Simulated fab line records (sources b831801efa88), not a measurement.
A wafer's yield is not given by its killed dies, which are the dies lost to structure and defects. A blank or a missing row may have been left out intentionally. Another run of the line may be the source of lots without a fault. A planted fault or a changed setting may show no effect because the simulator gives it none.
What tool caused it? | flow sky130 | 12 lots, 36 wafers sampled, at 5 steps of a route of 708

== WHAT THE GAUGES SHOWED, per wafer ==
No reading from a measuring or inspecting step in the record can be judged against a usual standard deviation.

== EACH LOT AND THE TOOL THAT RAN IT (in order: tool; ch and the chambers of the sampled wafers; start) ==
lot  | SKY_METAL3_SPUTTER_02       | SKY_CAPM_CVD_00                 | SKY_METAL3_DESCUM_15             | SKY_VIA3_ETCH_14                  | SKY_PAD_OPEN_PROBE_99
L472 | pvdSputter-01, day 36 05:38 | pecvd-02 ch 0,1,2, day 36 05:45 | rieMetal-03 ch 0,1, day 38 10:25 | rieDiel-02 ch 0,3, day 39 13:41   | -
L475 | pvdSputter-03, day 37 08:00 | pecvd-01 ch 0,1,2, day 37 08:07 | rieMetal-03 ch 0,1, day 39 12:26 | rieDiel-03 ch 1,2, day 40 14:52   | -
L477 | pvdSputter-04, day 37 23:11 | pecvd-02 ch 0,1,2, day 37 23:18 | rieMetal-03 ch 0,1, day 40 02:37 | rieDiel-03 ch 0,2,3, day 41 03:31 | -
L476 | pvdSputter-01, day 38 01:23 | pecvd-03 ch 0,1, day 38 01:29   | rieMetal-04 ch 0,1, day 40 05:20 | rieDiel-03 ch 0,1,2, day 41 07:07 | -
L480 | pvdSputter-01, day 40 11:23 | pecvd-03 ch 0,2, day 40 11:29   | rieMetal-02 ch 0,1, day 42 09:55 | rieDiel-03 ch 0,2, day 43 11:32   | -
L478 | pvdSputter-04, day 40 11:54 | pecvd-02 ch 0,1, day 40 12:00   | rieMetal-02 ch 0,1, day 42 11:04 | rieDiel-02 ch 0,2,3, day 43 11:53 | -
L482 | pvdSputter-04, day 40 12:53 | pecvd-01 ch 0,1,2, day 40 12:59 | rieMetal-02 ch 0,1, day 42 12:33 | rieDiel-04 ch 1,3, day 43 14:02   | -
L483 | pvdSputter-03, day 40 15:25 | pecvd-01 ch 0,1, day 40 15:31   | rieMetal-02 ch 0,1, day 42 15:10 | rieDiel-04 ch 0,1, day 43 16:29   | -
L481 | pvdSputter-01, day 40 16:19 | pecvd-03 ch 0,2, day 40 16:25   | rieMetal-02 ch 0,1, day 42 15:49 | rieDiel-02 ch 2,3, day 43 17:28   | -
L488 | pvdSputter-04, day 41 06:08 | pecvd-03 ch 0,1,2, day 41 06:15 | rieMetal-03 ch 0,1, day 43 06:52 | rieDiel-02 ch 0,1,2, day 44 06:25 | -
L489 | pvdSputter-03, day 41 07:32 | pecvd-02 ch 0,2, day 41 07:38   | rieMetal-04 ch 0,1, day 43 07:31 | rieDiel-03 ch 1,3, day 44 07:05   | -
L490 | pvdSputter-03, day 41 11:07 | pecvd-03 ch 0,1,2, day 41 11:13 | rieMetal-04 ch 0,1, day 43 10:02 | rieDiel-02 ch 0,1, day 44 08:56   | prober-01, day 49 19:27
- SKY_METAL3_SPUTTER_02: material AlCu, target thk 735 nm, time 39.1 s.
- SKY_CAPM_CVD_00: deposits SiO2, target thk 15.5 nm.
- SKY_METAL3_DESCUM_15: chemistry O2, time 8 s.
- SKY_VIA3_ETCH_14: etches BARC in N2/H2, stops on SiO2, time 45.9 s, target depth 60 nm.
- SKY_PAD_OPEN_PROBE_99

== WHAT THE TOOLS THEMSELVES READ (means of the sampled wafers that have a number; where no wafer has one, the mark that the record gives instead) ==
SKY_METAL3_SPUTTER_02. Usual: throttleValvePct 30.5 %, standard deviation 0.9.
lot  | tool          | throttleValvePct (%) | flag
L472 | pvdSputter-01 | 29.8                 | 
L475 | pvdSputter-03 | 30.3                 | 
L477 | pvdSputter-04 | 30.4                 | 
L476 | pvdSputter-01 | 30.4                 | 
L480 | pvdSputter-01 | 30.5                 | 
L478 | pvdSputter-04 | 30.5                 | 
L482 | pvdSputter-04 | 31.2                 | 
L483 | pvdSputter-03 | 30.6                 | 
L481 | pvdSputter-01 | 29.8                 | 
L488 | pvdSputter-04 | 30.3                 | 
L489 | pvdSputter-03 | 29.9                 | 
L490 | pvdSputter-03 | 31.3                 | 

SKY_CAPM_CVD_00. Usual: heaterPowerW 758 W, standard deviation 94.
lot  | tool     | heaterPowerW (W) | flag
L472 | pecvd-02 | 779              | 
L475 | pecvd-01 | 754              | 
L477 | pecvd-02 | 783              | 
L476 | pecvd-03 | 631              | 
L480 | pecvd-03 | 819              | 
L478 | pecvd-02 | 880              | 
L482 | pecvd-01 | 734              | 
L483 | pecvd-01 | 797              | 
L481 | pecvd-03 | 769              | 
L488 | pecvd-03 | 706              | 
L489 | pecvd-02 | 754              | 
L490 | pecvd-03 | 762              | 

SKY_METAL3_DESCUM_15. Usual: drypumpMotorCurrentA 5.9 A, standard deviation 0.48; oesProductAu 1.003 a.u., standard deviation 0.016.
lot  | tool        | drypumpMotorCurrentA (A) | oesProductAu (a.u.) | flag
L472 | rieMetal-03 | 6.0                      | 1.027               | 
L475 | rieMetal-03 | 6.0                      | 1.023               | 
L477 | rieMetal-03 | 6.0                      | 1.023               | 
L476 | rieMetal-04 | 5.2                      | 0.986               | 
L480 | rieMetal-02 | 6.2                      | 0.995               | 
L478 | rieMetal-02 | 6.2                      | 0.994               | 
L482 | rieMetal-02 | 5.8                      | 0.983               | 
L483 | rieMetal-02 | 5.8                      | 0.986               | 
L481 | rieMetal-02 | 5.8                      | 0.990               | 
L488 | rieMetal-03 | 6.0                      | 1.000               | 
L489 | rieMetal-04 | 5.6                      | 0.994               | 
L490 | rieMetal-04 | 5.2                      | 0.995               | 

SKY_VIA3_ETCH_14. Usual: drypumpMotorCurrentA 5.6 A, standard deviation 0.54; oesProductAu 0.855 a.u., standard deviation 0.0045; runLengthS 74.3 s, standard deviation 0.51; throttleValvePct 13.225 %, standard deviation 0.0091.
lot  | tool       | drypumpMotorCurrentA (A) | oesProductAu (a.u.) | runLengthS (s) | throttleValvePct (%) | flag
L472 | rieDiel-02 | 6.1                      | 0.858               | 74.7           | 13.226               | 
L475 | rieDiel-03 | 5.4                      | 0.853               | 74.3           | 13.218               | 
L477 | rieDiel-03 | 5.9                      | 0.856               | 73.8           | 13.232               | 
L476 | rieDiel-03 | 5.5                      | 0.860               | 73.9           | 13.222               | 
L480 | rieDiel-03 | 5.7                      | 0.854               | 73.6           | 13.228               | 
L478 | rieDiel-02 | 5.8                      | 0.854               | 74.7           | 13.220               | 
L482 | rieDiel-04 | 5.4                      | 0.853               | 74.1           | 13.235               | 
L483 | rieDiel-04 | 5.3                      | 0.854               | 74.5           | 13.236               | 
L481 | rieDiel-02 | 5.1                      | 0.852               | 74.6           | 13.228               | 
L488 | rieDiel-02 | 5.6                      | 0.911               | 71.7           | 13.229               | OFF
L489 | rieDiel-03 | 5.9                      | 0.855               | 73.9           | 13.219               | 
L490 | rieDiel-02 | 6.2                      | 0.914               | 71.4           | 13.224               | OFF

SKY_PAD_OPEN_PROBE_99. Usual: defectLimitedYield 82.5 %, standard deviation 2; killed_at_M0_to_M3 43, standard deviation 7.3; killed_at_M4_up 3.5, standard deviation 2.2; killedAtContacts 24, standard deviation 5.3; killedAtFrontEnd 15, standard deviation 4.2; killedAtOther 0.3, standard deviation 0.67; killedDies 86, standard deviation 9.8; killedOpen 47, standard deviation 7.2; killedShort 39, standard deviation 6.5; sort_bin_3_pad_short 0.9 %, standard deviation 0.42; sort_bin_5_function 10.4 %, standard deviation 1.5; sort_bin_6_memory 6.3 %, standard deviation 1.2; sort_bin_8_speed 0.00 %, standard deviation 0.038; sortNPass 406, standard deviation 9.9; sortYieldPct 82.5 %, standard deviation 2.
lot  | tool      | defectLimitedYield (%) | killed_at_M0_to_M3 | killed_at_M4_up | killedAtContacts | killedAtFrontEnd | killedAtOther | killedDies | killedOpen | killedShort | sort_bin_3_pad_short (%) | sort_bin_5_function (%) | sort_bin_6_memory (%) | sort_bin_8_speed (%) | sortNPass | sortYieldPct (%) | flag
L490 | prober-01 | 84.5                   | 38                 | 1.0             | 23               | 14               | 0.3           | 76         | 44         | 32          | 0.7                      | 8.8                     | 6.0                   | 0.00                 | 416       | 84.5             | 

== THE ANSWER, worked out from the rows above alone ==
Rule: lot off if the mean of its wafers having a number is beyond 3 standard deviations from the usual mean. Also off: a lot with no number at a reading for which 4 or more lots have one. The other lots that the step has rows for count as sound. Order of review: gauges by route order, followed by the tools' own readings, for which a lot's mean as printed above is used. At the first step where some lot is off, the reading lying furthest off is the one used; lots without a number count as furthest.
Off, at SKY_VIA3_ETCH_14 on oesProductAu: L488, L490.
A tool fits if, at that step or a process step before it, it ran every lot that is off, and no sound lot after the first of them. This does not decide it: 2 tools fit, namely pecvd-03 at SKY_CAPM_CVD_00 and rieDiel-02 at SKY_VIA3_ETCH_14.

== WHAT THE SIMULATOR PUT IN ==
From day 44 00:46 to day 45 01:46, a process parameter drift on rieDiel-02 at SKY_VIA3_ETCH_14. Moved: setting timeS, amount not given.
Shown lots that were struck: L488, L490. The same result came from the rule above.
